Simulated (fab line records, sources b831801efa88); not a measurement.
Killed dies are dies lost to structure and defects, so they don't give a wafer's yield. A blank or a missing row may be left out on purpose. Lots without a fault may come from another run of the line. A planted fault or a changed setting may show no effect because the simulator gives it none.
Chamber matching | flow gf180mcu | GF_CONTACT_CMP_04 on cmp-01: 4 sister chambers
The step polishes SiO2. 4 wafers are shown with their chamber, then 7 later ones without.

WAFERS WITH THEIR CHAMBER
wafer  | chamber | motor_current_A (A)
L401.4 | 1       | 10.9
L404.1 | 2       | 13.0
L407.3 | 0       | 12.4
L407.4 | 3       | 11.0

WAFERS WITHOUT THEIR CHAMBER
wafer  | motor_current_A (A)
L407.5 | 11.5
L408.1 | 11.2
L408.2 | 11.5
L408.3 | 12.9
L413.2 | 11.6
L413.3 | 11.1
L413.5 | 12.9

WHICH CHAMBER EACH WENT THROUGH
wafer  | from the rows above          | in truth
L407.5 | can't be placed: 3 or 1 or 0 | 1
L408.1 | can't be placed: 3 or 1      | 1
L408.2 | can't be placed: 3 or 1 or 0 | 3
L408.3 | can't be placed: 2 or 0      | 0
L413.2 | can't be placed: 3 or 1 or 0 | 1
L413.3 | can't be placed: 3 or 1      | 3
L413.5 | can't be placed: 2 or 0      | 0
Placed correctly: 0 of 7. Can't be placed from these rows: 7 (the true chamber is among the candidates in 7). Placed wrongly: 0.
How it was worked out, from the rows above alone: a wafer's distance from a chamber is the root of the sum, over the readings, of the square of ((its reading less the chamber's mean) divided by the reading's scatter). The wafer belongs to the nearest chamber; if the next one is less than 2 further off, it can't be placed. A chamber's mean is the mean of its shown wafers. The scatter: with one shown wafer a chamber, the root of the mean of the squares of how far each hidden wafer lies from its nearest shown one.
